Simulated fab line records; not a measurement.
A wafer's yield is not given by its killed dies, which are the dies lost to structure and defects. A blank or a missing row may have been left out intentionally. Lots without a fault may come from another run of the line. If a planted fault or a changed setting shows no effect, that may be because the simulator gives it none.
fab line records	flow sfq-line
[record] lots = 6	wafers = 18	last-day = 82
route steps=325 shown M6@255 I6@266 M7@281 I7@296 M8@325
lots that met no fault: taken from a fault-free run of the same line
start-h: start of the lot's first displayed wafer, in hours after the record's first day	wait-h: hours elapsed since this lot's preceding step	" unchanged from the row above	L1.1+2: a single row standing in for several wafers	- either no value or no given start	* or withheld: withheld	< > ~ a bound
route shown NAME@n: a module of which the file shows steps, and the number in the route of the first	usual: the fault-free wafers' mean and standard deviation	same: alike in all rows	chamber/n: place in a boat	sites: per-site readings	_std_site: their standard deviation	_edge_site: mean of outer sites minus mean of inner sites	radius-mm: for every site, how far away it sits from the centre of the wafer	mask NAME#n: copy n	behind: the most recent tool/chamber to have shaped the wafer	hold: what put the lot on hold/how long, in hours/how the hold closed	device: names the non-switching transistor (n, p or np)	end of line: tests of these same wafers at the route's end	for a step that has no rows: nothing shown but its recipe	killed: dies that structure and defects cost at the first sort, which is not the same as the wafer's yield	map: a wafer's dies, x killed, . not, _ none there
set.NAME: the setting the step ran with; set.NAME@STEP: the setting that earlier step ran with	model.NAME: the simulator's own value behind a step, which no gauge read
lots at some steps of the route; a table a step, a row a wafer
services: a tool's chamber out of use, with start hour (start-h, from the record's first day; less than 0 if before it), hours out, and reason
[[steps]]
[step SFQ_TRILAYER_M6_LITHO_COAT_164]
[recipe] resist = BARC	spin-rpm = 3000	resist-thk-nm = 62
[step SFQ_TRILAYER_M6_LITHO_COAT_159]
[recipe] resist = KrF	spin-rpm = 3000	resist-thk-nm = 600
[step SFQ_TRILAYER_M6_LITHO_SOFTBAKE_163]
[recipe] temp-c = withheld	time-s = withheld	resist = KrF
[step SFQ_TRILAYER_M6_LITHO_EXPOSE_160]
[recipe] mask-id = M6	na = 0.6	source-shape = conventional	sigma-outer = 0.65	target-cd-nm = 500	dose-mj = 14.4
[step SFQ_TRILAYER_M6_LITHO_PEB_162]
[recipe] peb-temp-c = 115	peb-time-s = 60	resist = KrF
[step SFQ_TRILAYER_M6_LITHO_DEVELOP_161]
[recipe] time-s = 60	resist = KrF
[step SFQ_M6_OVL_MEAS_940]
[usual] M6_OVL = 1/5.6
lot.wafer	tool	chamber	start-h	wait-h	M6_OVL[nm]
L970.3	overlay-01	-	1630.56	0.1	-6
L970.4	"	-	"	"	-9
L970.6	"	-	"	"	-6
L971.3	overlay-02	-	1634.16	0.1	1
L971.4	"	-	"	"	2
L971.5	"	-	"	"	4
L981.4	overlay-01	-	1715.58	0.1	0
L981.5	"	-	"	"	5
L981.6	"	-	"	"	6
L982.3	overlay-01	-	1716.77	0.1	1
L982.4	"	-	"	"	-1
L982.6	"	-	"	"	-1
L986.2	overlay-01	-	1768.53	0.1	5
L986.4	"	-	"	"	2
L986.6	"	-	"	"	6
L988.1	overlay-02	-	1787.63	0.1	-4
L988.3	"	-	"	"	-3
L988.5	"	-	"	"	-2
[step SFQ_TRILAYER_M6_BARC_OPEN_METAL_ETCH_206]
[recipe] mask-material = PR	chemistry = O2	target-depth-nm = 125	target = BARC	icp-w = 600	bias-w = 80	pressure-mtorr = 10	time-s = 41.7
[usual] chamber-pressure-mTorr = 9.999/0.0082	drypump-motor-current-A = 5.6/0.38	oes-product-au = 0.685/0.0045
lot.wafer	tool	chamber	start-h	wait-h	chamber-pressure-mTorr	drypump-motor-current-A	oes-product-au	rf-hours-counter-h
L970.3	rie-metal-03	1	1630.60	0.0	10.000	5.7	0.689	-
L970.4	"	0	"	"	10.014	5.0	0.691	-
L970.6	"	1	"	"	9.993	5.7	0.691	-
L971.3	rie-metal-01	0	1634.20	0.0	10.006	5.3	0.676	-
L971.4	"	1	"	"	9.995	6.1	0.685	-
L971.5	"	1	"	"	9.992	6.1	0.689	-
L981.4	rie-metal-02	0	1715.61	0.0	9.998	5.6	0.691	-
L981.5	"	0	"	"	9.994	5.7	0.679	-
L981.6	"	1	"	"	9.996	5.9	0.681	-
L982.3	rie-metal-03	0	1716.81	0.0	10.004	5.0	0.684	-
L982.4	"	1	"	"	10.000	5.7	0.680	-
L982.6	"	1	"	"	9.991	5.7	0.682	-
L986.2	rie-metal-03	1	1768.56	0.0	10.005	5.7	0.684	78
L986.4	"	0	"	"	9.990	5.0	0.688	-
L986.6	"	0	"	"	10.010	5.0	0.683	-
L988.1	rie-metal-03	0	1787.67	0.0	10.009	5.0	0.690	98
L988.3	"	1	"	"	9.994	5.7	0.684	-
L988.5	"	1	"	"	9.993	5.7	0.692	-
[step SFQ_TRILAYER_M6_ETCH_METAL_ETCH_162]
[recipe] target = Nb	stop-on = SiO2	mask-material = PR	chemistry = Cl2/Ar	target-depth-nm = 240	icp-w = 600	bias-w = 80	pressure-mtorr = 10	time-s = 120
[step SFQ_TRILAYER_M6_STRIP_STRIP_163]
[recipe] gas = O2	power-w = 200	platen-temp-c = 40	overash-fraction = 0.65	chemistry = O2	pressure-mtorr = 50
[step SFQ_TRILAYER_M6_STRIP_SOLV_CLEAN_164]
[recipe] chemistry = NMP	temp-c = 70	time-s = 600
[step SFQ_TRILAYER_I6_DEP_PECVD_165]
[recipe] material = SiO2	temp-c = 150	time-s = 111.11	pressure-torr = 2.4	rf-w = 183.3	precursor = SiH4/N2O	target-thk-nm = 500
[step SFQ_TRILAYER_I6_CMP_CMP_166]
[recipe] material = SiO2	down-force-psi = 3	platen-rpm = 60	pad-velocity-m-s = 0.94248
[usual] motor-current-A = 9.4/0.85	time-to-endpoint-s = 218/9
lot.wafer	tool	chamber	start-h	wait-h	motor-current-A	time-to-endpoint-s	model.SiO2_of_TRILAYER_I6_DEP_PECVD_165.thk-nm
L970.4	cmp-02	1	1633.70	2.1	10.5	214	200.2
L970.3	"	2	"	"	8.4	274	303.2
L970.6	"	2	1636.20	4.6	8.2	287	308
L971.3	cmp-02	0	1636.70	1.5	8.9	222	199.2
L971.4	"	2	1637.70	2.5	8.1	290	309.7
L971.5	"	1	1639.20	4.0	10.1	215	199.8
L982.4	cmp-02	1	1718.97	1.0	10.2	220	199.7
L982.3	"	3	1719.97	2.0	9.5	215	197.9
L982.6	"	1	1720.97	3.0	9.7	225	200.5
L981.4	cmp-01	0	1719.53	2.9	9.9	227	201.4
L981.5	"	1	"	"	8.4	222	201.3
L981.6	"	2	"	"	9.6	222	201.2
L986.4	cmp-01	0	1773.86	4.3	10.2	225	200.4
L986.2	"	2	1774.86	5.3	9.7	213	200.2
L986.6	"	1	1776.36	6.7	8.7	228	201.2
L988.3	cmp-02	2	1791.68	3.0	8.1	204	199.6
L988.1	"	0	1792.68	4.0	8.1	219	199.6
L988.5	"	2	1793.68	5.0	8.2	222	199.5
[step SFQ_I6_BOW_MEAS_941]
[recipe] mode = bow
[usual] I6_BOW = 8/12
lot.wafer	tool	chamber	start-h	wait-h	I6_BOW[um]
L970.3	film-metro-02	-	1636.74	2.0	30
L970.4	"	-	"	"	38
L970.6	"	-	"	"	28
L971.3	film-metro-03	-	1639.74	2.5	9
L971.4	"	-	"	"	11
L971.5	"	-	"	"	2
L981.4	film-metro-03	-	1721.09	1.1	5
L981.5	"	-	"	"	16
L981.6	"	-	"	"	17
L982.3	film-metro-04	-	1722.01	1.5	-7
L982.4	"	-	"	"	-4
L982.6	"	-	"	"	-3
L986.2	film-metro-04	-	1776.88	1.5	8
L986.4	"	-	"	"	5
L986.6	"	-	"	"	14
L988.1	film-metro-04	-	1794.68	1.5	6
L988.3	"	-	"	"	1
L988.5	"	-	"	"	-6
[step SFQ_TRILAYER_I6_METRO_MEASURE_167]
[usual] thk-nm = 200.2/1.2
lot.wafer	tool	chamber	start-h	wait-h	thk-nm
L970.3	film-metro-02	-	1637.22	0.5	302.9
L970.4	"	-	"	"	200.1
L970.6	"	-	"	"	308.0
L971.3	film-metro-03	-	1640.22	0.5	199.3
L971.4	"	-	"	"	309.7
L971.5	"	-	"	"	199.7
L981.4	film-metro-03	-	1721.75	0.6	201.4
L981.5	"	-	"	"	201.4
L981.6	"	-	"	"	201.3
L982.3	film-metro-04	-	1722.49	0.5	198.0
L982.4	"	-	"	"	199.6
L982.6	"	-	"	"	200.6
L986.2	film-metro-04	-	1777.18	0.3	200.2
L986.4	"	-	"	"	200.4
L986.6	"	-	"	"	201.1
L988.1	film-metro-04	-	1794.80	0.1	199.5
L988.3	"	-	"	"	199.6
L988.5	"	-	"	"	199.5
[step SFQ_TRILAYER_I6_VIA_LITHO_COAT_174]
[recipe] resist = BARC	spin-rpm = 3000	resist-thk-nm = 62
[step SFQ_TRILAYER_I6_VIA_LITHO_COAT_169]
[recipe] resist = KrF	spin-rpm = 3000	resist-thk-nm = 650
[step SFQ_TRILAYER_I6_VIA_LITHO_SOFTBAKE_173]
[recipe] temp-c = withheld	time-s = withheld	resist = KrF
[step SFQ_TRILAYER_I6_VIA_LITHO_EXPOSE_170]
[recipe] mask-id = I6	na = 0.6	source-shape = conventional	sigma-outer = 0.65	target-cd-nm = 700	dose-mj = 21.3
[step SFQ_TRILAYER_I6_VIA_LITHO_PEB_172]
[recipe] peb-temp-c = 115	peb-time-s = 60	resist = KrF
[step SFQ_TRILAYER_I6_VIA_LITHO_DEVELOP_171]
[recipe] time-s = 60	resist = KrF
[step SFQ_I6_OVL_MEAS_942]
[usual] I6_OVL = 0/5.1
lot.wafer	tool	chamber	start-h	wait-h	I6_OVL[nm]
L970.3	overlay-01	-	1726.35	0.1	2
L970.4	"	-	"	"	4
L970.6	"	-	"	"	0
L971.3	overlay-02	-	1727.55	0.1	1
L971.4	"	-	"	"	0
L971.5	"	-	"	"	-2
L981.4	overlay-01	-	1814.20	0.1	3
L981.5	"	-	"	"	-1
L981.6	"	-	"	"	4
L982.3	overlay-02	-	1816.59	0.1	-3
L982.4	"	-	"	"	-2
L982.6	"	-	"	"	-4
L986.2	overlay-01	-	1866.99	0.1	7
L986.4	"	-	"	"	7
L986.6	"	-	"	"	7
L988.1	overlay-02	-	1876.93	0.1	-1
L988.3	"	-	"	"	-5
L988.5	"	-	"	"	-3
[step SFQ_TRILAYER_I6_VIA_BARC_OPEN_VIA_ETCH_235]
[recipe] mask-material = PR	chemistry = O2	target-depth-nm = 125	target = BARC	source-w = 500	bias-w = 80	pressure-mtorr = 30	time-s = 41.7
[usual] chamber-pressure-mTorr = 29.998/0.026	drypump-motor-current-A = 5.8/0.45	oes-product-au = 0.685/0.0041
lot.wafer	tool	chamber	start-h	wait-h	chamber-pressure-mTorr	drypump-motor-current-A	oes-product-au	rf-hours-counter-h
L970.3	rie-diel-04	1	1726.37	0.0	30.008	6.0	0.682	8
L970.4	"	0	"	"	30.022	5.2	0.684	17
L970.6	"	0	"	"	30.002	5.1	0.678	-
L971.3	rie-diel-03	2	1727.57	0.0	30.000	5.7	0.686	5
L971.4	"	1	"	"	29.985	6.7	0.680	21
L971.5	"	1	"	"	30.032	6.7	0.694	-
L981.4	rie-diel-03	1	1814.22	0.0	29.983	6.7	0.687	0
L981.5	"	1	"	"	29.981	6.7	0.684	-
L981.6	"	2	"	"	29.972	5.7	0.684	-
L982.3	rie-diel-04	2	1816.62	0.0	29.973	6.0	0.684	15
L982.4	"	0	"	"	30.001	5.1	0.687	18
L982.6	"	2	"	"	30.026	6.1	0.687	-
L986.2	rie-diel-03	0	1867.02	0.0	30.051	5.3	0.692	2
L986.4	"	1	"	"	29.982	6.8	0.689	-
L986.6	"	2	"	"	29.989	5.7	0.692	-
L988.1	rie-diel-01	3	1876.97	0.0	30.012	5.9	0.690	15
L988.3	"	2	"	"	29.987	6.0	0.687	3
L988.5	"	3	"	"	29.987	6.0	0.678	-
[step SFQ_TRILAYER_I6_VIA_ETCH_VIA_ETCH_172]
[recipe] target = SiO2	stop-on = Nb	mask-material = PR	taper-deg = 20	chemistry = CHF3	target-depth-nm = 260	source-w = 500	bias-w = 80	pressure-mtorr = 30	time-s = withheld
[usual] chamber-pressure-mTorr = 30.002/0.026	drypump-motor-current-A = 5.8/0.45	oes-product-au = 0.855/0.0049
lot.wafer	tool	chamber	start-h	wait-h	chamber-pressure-mTorr	drypump-motor-current-A	oes-product-au	model.I6.feature-depth-nm	model.etch.depth-nm
L970.3	rie-diel-04	1	1726.41	0.0	30.001	6.0	1.023	266.1	266.1
L970.4	"	0	"	"	29.989	5.1	0.847	200.2	200.2
L970.6	"	0	"	"	30.024	5.1	0.984	253.9	253.9
L971.3	rie-diel-03	2	1727.61	0.0	29.985	5.7	0.853	199.2	199.2
L971.4	"	1	"	"	29.959	6.7	1.001	259.2	259.2
L971.5	"	1	"	"	30.000	6.7	0.855	199.8	199.8
L981.4	rie-diel-03	1	1814.26	0.0	30.009	6.8	0.855	201.4	201.4
L981.5	"	1	"	"	29.987	6.7	0.857	201.3	201.3
L981.6	"	2	"	"	29.985	5.7	0.859	201.2	201.2
L982.3	rie-diel-04	2	1816.66	0.0	30.014	6.1	0.852	197.9	197.9
L982.4	"	0	"	"	30.011	5.1	0.858	199.7	199.7
L982.6	"	2	"	"	29.991	6.1	0.856	200.5	200.5
L986.2	rie-diel-03	0	1867.06	0.0	30.014	5.3	0.852	200.2	200.2
L986.4	"	1	"	"	29.983	6.7	0.848	200.4	200.4
L986.6	"	2	"	"	29.978	5.7	0.860	201.2	201.2
L988.1	rie-diel-01	3	1877.00	0.0	30.014	6.0	0.855	199.6	199.6
L988.3	"	2	"	"	30.031	6.0	0.854	199.6	199.6
L988.5	"	3	"	"	29.964	6.0	0.849	199.5	199.5
[step SFQ_TRILAYER_I6_VIA_STRIP_STRIP_173]
[recipe] gas = O2	power-w = 200	platen-temp-c = 40	overash-fraction = 0.65	chemistry = O2	pressure-mtorr = 50
[step SFQ_TRILAYER_I6_VIA_STRIP_SOLV_CLEAN_174]
[recipe] chemistry = NMP	temp-c = 70	time-s = 600
[step SFQ_TRILAYER_M7_DEP_PRE_CLEAN_176]
[recipe] gas = Ar	time-s = 22.5	bias-v = 250
lot.wafer	tool	chamber	start-h	wait-h	model.SiO2_of_TRILAYER_I6_DEP_PECVD_165.thk-nm
L970.3	pvd-sputter-05	-	1727.30	0.0	295.7
L970.4	"	-	"	"	192.7
L970.6	"	-	"	"	300.5
L971.3	pvd-sputter-03	-	1728.50	0.0	191.7
L971.4	"	-	"	"	302.2
L971.5	"	-	"	"	192.3
L981.4	pvd-sputter-05	-	1815.15	0.0	193.9
L981.5	"	-	"	"	193.8
L981.6	"	-	"	"	193.7
L982.3	pvd-sputter-06	-	1817.55	0.0	190.4
L982.4	"	-	"	"	192.2
L982.6	"	-	"	"	193
L986.2	pvd-sputter-05	-	1867.95	0.0	192.7
L986.4	"	-	"	"	192.9
L986.6	"	-	"	"	193.7
L988.1+3	pvd-sputter-06	-	1877.89	0.0	192.1
L988.5	"	-	"	"	192
[step SFQ_TRILAYER_M7_DEP_SPUTTER_175]
[recipe] material = Nb	base-pressure-pa = 1.33e-06	chamber-pressure-pa = 0.1333	substrate-temp-c = 20	target-thk-nm = 200	power-w = 2000	time-s = 133.3
[step SFQ_M7_RS_MEAS_943]
[recipe] thk-meas-gauge = four-point-probe	reads = Nb_of_TRILAYER_M7_DEP_SPUTTER_175
[usual] M7_NB_RS = 0.892/0.011
lot.wafer	tool	chamber	start-h	wait-h	M7_NB_RS[ohm/sq]
L970.3	film-metro-01	-	1727.46	0.1	0.912
L970.4	"	-	"	"	0.899
L970.6	"	-	"	"	0.905
L971.3	film-metro-04	-	1728.66	0.1	0.875
L971.4	"	-	"	"	0.880
L971.5	"	-	"	"	0.880
L981.4	film-metro-02	-	1815.33	0.1	0.878
L981.5	"	-	"	"	0.878
L981.6	"	-	"	"	0.882
L982.3	film-metro-02	-	1817.71	0.1	0.869
L982.4	"	-	"	"	0.883
L982.6	"	-	"	"	0.890
L986.2	film-metro-02	-	1868.09	0.1	0.899
L986.4	"	-	"	"	0.878
L986.6	"	-	"	"	0.897
L988.1	film-metro-02	-	1878.01	0.0	0.907
L988.3	"	-	"	"	0.882
L988.5	"	-	"	"	0.894
[step SFQ_TRILAYER_M7_LITHO_COAT_182]
[recipe] resist = BARC	spin-rpm = 3000	resist-thk-nm = 62
[step SFQ_TRILAYER_M7_LITHO_COAT_177]
[recipe] resist = KrF	spin-rpm = 3000	resist-thk-nm = 600
[step SFQ_TRILAYER_M7_LITHO_SOFTBAKE_181]
[recipe] temp-c = withheld	time-s = withheld	resist = KrF
[step SFQ_TRILAYER_M7_LITHO_EXPOSE_178]
[recipe] mask-id = M7	na = 0.6	source-shape = conventional	sigma-outer = 0.65	target-cd-nm = 500	dose-mj = 14.4
[step SFQ_TRILAYER_M7_LITHO_PEB_180]
[recipe] peb-temp-c = 115	peb-time-s = 60	resist = KrF
[step SFQ_TRILAYER_M7_LITHO_DEVELOP_179]
[recipe] time-s = 60	resist = KrF
[step SFQ_M7_OVL_MEAS_945]
[usual] M7_OVL = -2/5.3
lot.wafer	tool	chamber	start-h	wait-h	M7_OVL[nm]
L970.3	overlay-02	-	1730.59	0.1	-8
L970.4	"	-	"	"	-6
L970.6	"	-	"	"	-3
L971.3	overlay-02	-	1731.79	0.1	-4
L971.4	"	-	"	"	-8
L971.5	"	-	"	"	-7
L981.4	overlay-01	-	1817.71	0.1	-7
L981.5	"	-	"	"	-10
L981.6	"	-	"	"	-3
L982.3	overlay-02	-	1820.11	0.1	4
L982.4	"	-	"	"	-4
L982.6	"	-	"	"	-5
L986.2	overlay-01	-	1870.50	0.1	-2
L986.4	"	-	"	"	-1
L986.6	"	-	"	"	-4
L988.1	overlay-01	-	1886.35	0.1	-6
L988.3	"	-	"	"	1
L988.5	"	-	"	"	-2
[step SFQ_TRILAYER_M7_BARC_OPEN_METAL_ETCH_229]
[recipe] mask-material = PR	chemistry = O2	target-depth-nm = 125	target = BARC	icp-w = 600	bias-w = 80	pressure-mtorr = 10	time-s = 41.7
[usual] chamber-pressure-mTorr = 9.998/0.01	drypump-motor-current-A = 5.4/0.33	oes-product-au = 0.685/0.0044
lot.wafer	tool	chamber	start-h	wait-h	chamber-pressure-mTorr	drypump-motor-current-A	oes-product-au	rf-hours-counter-h
L970.3	rie-metal-01	1	1730.63	0.0	9.992	6.1	0.692	-
L970.4	"	0	"	"	9.992	5.3	0.682	-
L970.6	"	1	"	"	10.003	6.1	0.689	-
L971.3	rie-metal-04	1	1731.83	0.0	10.008	5.2	0.680	-
L971.4	"	0	"	"	10.004	5.5	0.684	-
L971.5	"	0	"	"	9.998	5.5	0.685	-
L981.4	rie-metal-03	1	1817.75	0.0	9.997	5.7	0.692	-
L981.5	"	1	"	"	10.008	5.7	0.686	-
L981.6	"	0	"	"	9.994	5.0	0.685	-
L982.3	rie-metal-03	1	1820.15	0.0	10.003	5.7	0.687	-
L982.4	"	0	"	"	9.997	5.0	0.686	-
L982.6	"	1	"	"	9.987	5.6	0.689	-
L986.2	rie-metal-01	0	1870.53	0.0	9.988	5.3	0.685	43
L986.4	"	1	"	"	9.992	6.1	0.677	-
L986.6	"	1	"	"	10.014	6.1	0.685	-
L988.1	rie-metal-03	1	1886.38	0.0	10.015	5.7	0.677	94
L988.3	"	0	"	"	10.005	5.0	0.689	-
L988.5	"	0	"	"	10.011	5.0	0.687	-
[step SFQ_TRILAYER_M7_ETCH_METAL_ETCH_180]
[recipe] target = Nb	stop-on = SiO2	mask-material = PR	chemistry = Cl2/Ar	target-depth-nm = 240	icp-w = 600	bias-w = 80	pressure-mtorr = 10	time-s = 120
[usual] chamber-pressure-mTorr = 10.000/0.01	drypump-motor-current-A = 5.4/0.33	oes-product-au = 0.892/0.0081
lot.wafer	tool	chamber	start-h	wait-h	chamber-pressure-mTorr	drypump-motor-current-A	oes-product-au	rf-hours-counter-h
L970.3	rie-metal-01	1	1730.71	0.1	10.005	6.1	0.874	-
L970.4	"	0	"	"	9.981	5.4	0.886	-
L970.6	"	1	"	"	10.006	6.1	0.889	-
L971.3	rie-metal-04	1	1731.91	0.1	10.012	5.2	0.907	-
L971.4	"	0	"	"	10.008	5.5	0.902	-
L971.5	"	0	"	"	9.992	5.5	0.899	-
L981.4	rie-metal-03	1	1817.83	0.1	10.010	5.7	0.906	-
L981.5	"	1	"	"	9.983	5.7	0.907	-
L981.6	"	0	"	"	9.986	5.0	0.899	-
L982.3	rie-metal-03	1	1820.23	0.1	10.023	5.6	0.906	-
L982.4	"	0	"	"	9.992	5.0	0.903	-
L982.6	"	1	"	"	9.997	5.7	0.897	-
L986.2	rie-metal-01	0	1870.59	0.0	9.981	5.4	0.890	43
L986.4	"	1	"	"	10.000	6.1	0.897	-
L986.6	"	1	"	"	9.994	6.1	0.895	-
L988.1	rie-metal-03	1	1886.44	0.0	9.999	5.7	0.891	94
L988.3	"	0	"	"	10.002	5.0	0.903	-
L988.5	"	0	"	"	9.989	5.0	0.891	-
[step SFQ_TRILAYER_M7_STRIP_STRIP_181]
[recipe] gas = O2	power-w = 200	platen-temp-c = 40	overash-fraction = 0.65	chemistry = O2	pressure-mtorr = 50
[usual] chamber-pressure-mTorr = 50.00/0.044	drypump-motor-current-A = 5.4/0.33	oes-product-au = 0.998/0.015
lot.wafer	tool	chamber	start-h	wait-h	chamber-pressure-mTorr	drypump-motor-current-A	oes-product-au	rf-hours-counter-h
L970.3	rie-metal-01	1	1731.00	0.2	50.04	6.1	0.994	-
L970.4	"	0	"	"	50.06	5.4	0.966	-
L970.6	"	1	"	"	50.03	6.1	1.002	-
L971.3	rie-metal-04	1	1732.20	0.2	50.02	5.2	1.005	-
L971.4	"	0	"	"	50.01	5.5	0.997	-
L971.5	"	0	"	"	50.05	5.5	0.996	-
L981.4	rie-metal-03	1	1818.12	0.2	49.99	5.7	0.978	-
L981.5	"	1	"	"	50.08	5.7	0.976	-
L981.6	"	0	"	"	49.99	5.0	1.001	-
L982.3	rie-metal-03	1	1820.52	0.2	50.04	5.7	0.979	-
L982.4	"	0	"	"	50.03	5.0	1.018	-
L982.6	"	1	"	"	49.95	5.7	0.979	-
L986.2	rie-metal-01	0	1870.72	0.1	50.02	5.3	0.977	43
L986.4	"	1	"	"	50.03	6.1	1.002	-
L986.6	"	1	"	"	50.05	6.1	0.994	-
L988.1	rie-metal-03	1	1886.57	0.1	49.98	5.7	0.985	94
L988.3	"	0	"	"	50.07	5.0	1.028	-
L988.5	"	0	"	"	49.93	5.0	1.015	-
[step SFQ_TRILAYER_M7_STRIP_SOLV_CLEAN_182]
[recipe] chemistry = NMP	temp-c = 70	time-s = 600
[step SFQ_TRILAYER_I7_DEP_PECVD_183]
[recipe] material = SiO2	temp-c = 150	time-s = 111.11	pressure-torr = 2.4	rf-w = 183.3	precursor = SiH4/N2O	target-thk-nm = 500
[step SFQ_M8_BOW_MEAS_951]
[recipe] mode = bow
[usual] M8_BOW = 10/13
lot.wafer	tool	chamber	start-h	wait-h	M8_BOW[um]	model.etest.i6.link-ohm
L970.3	film-metro-01	-	1842.95	0.0	29	1e+06
L970.4	"	-	"	"	37	1.867
L970.6	"	-	"	"	27	1e+06
L971.3	film-metro-01	-	1845.35	0.0	6	1.856
L971.4	"	-	"	"	7	1e+06
L971.5	"	-	"	"	-1	1.869
L981.4	film-metro-04	-	1921.03	0.1	3	1.857
L981.5	"	-	"	"	13	1.863
L981.6	"	-	"	"	15	1.861
L982.3	film-metro-03	-	1930.63	0.0	-11	1.864
L982.4	"	-	"	"	-7	1.875
L982.6	"	-	"	"	-6	1.875
L986.2	film-metro-01	-	1977.18	0.0	6	1.899
L986.4	"	-	"	"	3	1.867
L986.6	"	-	"	"	14	1.879
L988.1	film-metro-03	-	1979.55	0.0	14	1.871
L988.3	"	-	"	"	11	1.843
L988.5	"	-	"	"	3	1.858
[[services]]
tool	chamber	start-h	hours	kind
cmp-02	-	1639.70	6.2	pm
rie-diel-04	-	1663.74	2.8	pm
cmp-02	-	1668.41	3.4	repair
cmp-02	-	1677.50	0.4	repair
rie-diel-04	-	1696.26	0.3	repair
rie-diel-04	-	1698.16	28.1	pm
rie-metal-04	0	1703.98	21.4	repair
film-metro-04	-	1705.42	0.3	pm
rie-diel-04	2	1738.62	1.8	repair
rie-metal-01	-	1747.45	2.8	pm
cmp-02	-	1749.65	14.0	pm
rie-diel-04	-	1751.19	0.1	repair
film-metro-04	-	1752.89	0.6	pm
pvd-sputter-05	-	1753.18	0.7	repair
rie-metal-01	-	1763.33	2.4	repair
rie-diel-03	-	1764.99	15.6	pm
cmp-02	-	1769.68	4.0	pm
rie-diel-04	0	1790.43	1.3	repair
cmp-02	-	1820.01	4.5	pm
rie-diel-04	1	1846.59	7.2	repair
rie-diel-04	2	1851.06	43.0	repair
rie-diel-03	0	1854.11	6.6	repair
rie-diel-04	0	1866.34	15.9	repair
rie-diel-04	-	1881.30	0.5	repair
[[key]]
[first-sign] step = SFQ_TRILAYER_I6_CMP_CMP_166	reading = time-to-endpoint-s	direction = up	sigmas = 7.2	usual = *	struck = *
[effect] step = SFQ_TRILAYER_I6_METRO_MEASURE_167	reading = thk-nm	direction = up	sigmas = 91	usual = 200.2	struck = 306.8
[effect] step = SFQ_TRILAYER_I6_VIA_ETCH_VIA_ETCH_172	reading = oes-product-au	direction = up	sigmas = 30	usual = 0.855	struck = 1.003
[model-effect] step = SFQ_TRILAYER_I6_CMP_CMP_166	value = SiO2_of_TRILAYER_I6_DEP_PECVD_165.thk-nm	without = 200.3	struck = 306.9
[model-effect] step = SFQ_TRILAYER_I6_VIA_ETCH_VIA_ETCH_172	value = I6.feature-depth-nm	without = 200.3	struck = 259.7
[model-effect] step = SFQ_TRILAYER_M7_DEP_PRE_CLEAN_176	value = SiO2_of_TRILAYER_I6_DEP_PECVD_165.thk-nm	without = 192.8	struck = 299.4
[model-effect] step = SFQ_M8_BOW_MEAS_951	value = etest.i6.link-ohm	without = 1.875	struck = 1e+06
met-at SFQ_TRILAYER_I6_CMP_CMP_166
struck-wafers L970.3,L970.6,L971.4
[fault] kind = process-parameter-drift	tool = cmp-02	chamber = 2	onset-h = 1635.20	steps = SFQ_TRILAYER_I6_CMP_CMP_166	channel = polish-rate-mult	offset = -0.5	shape = step	end-h = 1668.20
